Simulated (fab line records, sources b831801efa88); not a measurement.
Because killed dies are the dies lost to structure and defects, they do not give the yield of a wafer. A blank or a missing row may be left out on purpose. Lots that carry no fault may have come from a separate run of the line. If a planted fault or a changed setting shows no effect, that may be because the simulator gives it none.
The tool behind it: which one? ; flow sky130 ; 13 lots, 39 wafers sampled, at 3 steps of a route of 708

WHAT EACH GAUGE READ, for each wafer
SKY_POLY_GATE_CD_MEAS_13: target cd 150 nm.
lot;measured;on;cd_nm (nm)
L208;day 16 17:01;cd_sem-01;152.7 153.9 153.2
L209;day 16 23:08;cd_sem-02;150.5 150.1 150.8
L212;day 18 05:16;cd_sem-01;149.4 149.1 148.7
L215;day 19 11:06;cd_sem-02;151.8 152.2 150.8
L218;day 20 14:07;cd_sem-01;150.3 151.4 151.2
L219;day 20 21:48;cd_sem-02;149.9 149.4 149.4
L222;day 21 19:54;cd_sem-02;147.4 148.5 146.0
L223;day 22 07:46;cd_sem-01;148.9 149.3 149.0
L224;day 22 19:17;cd_sem-02;149.1 149.5 150.9
L225;day 23 03:25;cd_sem-02;149.9 149.7 149.5
L226;day 23 09:34;cd_sem-01;148.0 147.5 148.3
L228;day 23 22:30;cd_sem-02;147.7 149.0 148.7
L230;day 24 17:14;cd_sem-02;150.3 149.4 150.6

SKY_CONTACT_THK_MEAS_01.
lot;measured;on;CONTACT_CVD_00_THK (nm)
L208;day 30 13:35;film_metro-03;74.4 75.9 75.3
L209;day 30 20:25;film_metro-01;73.7 75.3 74.8
L212;day 32 05:37;film_metro-01;75.0 77.2 77.4
L215;day 33 04:30;film_metro-02;75.4 75.9 76.2
L218;day 34 06:07;film_metro-01;75.8 75.4 76.5
L219;day 34 10:14;film_metro-03;74.1 75.0 75.3
L222;day 35 04:40;film_metro-03;75.0 77.1 75.0
L223;day 35 16:11;film_metro-01;75.1 76.2 75.9
L224;day 36 00:16;film_metro-02;74.2 75.1 75.2
L225;day 36 09:23;film_metro-03;76.7 75.6 75.4
L226;day 36 15:10;film_metro-03;75.3 76.6 75.7
L228;day 37 00:44;film_metro-03;73.6 74.9 75.8
L230;day 37 18:40;film_metro-03;75.9 75.3 75.6

TOOL THAT RAN EACH LOT (tool first, then ch and the chambers of the sampled wafers, then the start)
lot;SKY_LDD_HVN_EXPOSE_04
L208;iline_stepper-02 ch 0, day 19 23:51
L209;iline_stepper-02 ch 0, day 20 05:13
L212;iline_stepper-02 ch 0, day 21 13:57
L215;iline_stepper-02 ch 0, day 22 18:48
L218;iline_stepper-02 ch 0, day 23 22:18
L219;iline_stepper-01 ch 0, day 24 04:28
L222;iline_stepper-02 ch 0, day 25 01:55
L223;iline_stepper-02 ch 0, day 25 13:45
L224;iline_stepper-01 ch 0, day 26 00:23
L225;iline_stepper-01 ch 0, day 26 09:13
L226;iline_stepper-02 ch 0, day 26 14:36
L228;iline_stepper-01 ch 0, day 27 02:08
L230;iline_stepper-01 ch 0, day 27 21:14
- SKY_LDD_HVN_EXPOSE_04: exposes mask HVNTM, target cd 700 nm.

WHAT THE TOOLS THEMSELVES READ (means of the sampled wafers that have a number; where no wafer has one, the mark that the record gives instead)
SKY_LDD_HVN_EXPOSE_04.
lot;tool;stage_vel_mm_s (mm/s)
L208;iline_stepper-02;500.07
L209;iline_stepper-02;500.28
L212;iline_stepper-02;500.04
L215;iline_stepper-02;500.09
L218;iline_stepper-02;499.99
L219;iline_stepper-01;500.06
L222;iline_stepper-02;499.79
L223;iline_stepper-02;499.92
L224;iline_stepper-01;500.03
L225;iline_stepper-01;499.95
L226;iline_stepper-02;500.10
L228;iline_stepper-01;499.78
L230;iline_stepper-01;500.01

THE ANSWER, worked out from the rows above alone
Rule: the usual values come from the lots themselves. Put in order of their means at a reading, lots are off if they are a third of the lots or fewer, leave a main group of 4 or more, and stand apart from it by a gap of 3 or more times the standard deviation of the main group's means; of several such gaps the widest counts. The tables above print the reading to a certain number of digits; a main group whose means all agree to those digits is not used. A lot without any number at a reading at which 4 lots or more have one is off too. All remaining lots with rows at the step are treated as sound. The gauges are gone through in route order, then the tools' own readings, and for those a lot's mean is taken as printed above. The first step at which some lot is off is used, and at that step the reading that is off furthest; a lot without a number counts as furthest.
Nothing can be told from this: no lot is off at any reading shown.

WHAT HAD BEEN PUT IN BY THE SIMULATOR
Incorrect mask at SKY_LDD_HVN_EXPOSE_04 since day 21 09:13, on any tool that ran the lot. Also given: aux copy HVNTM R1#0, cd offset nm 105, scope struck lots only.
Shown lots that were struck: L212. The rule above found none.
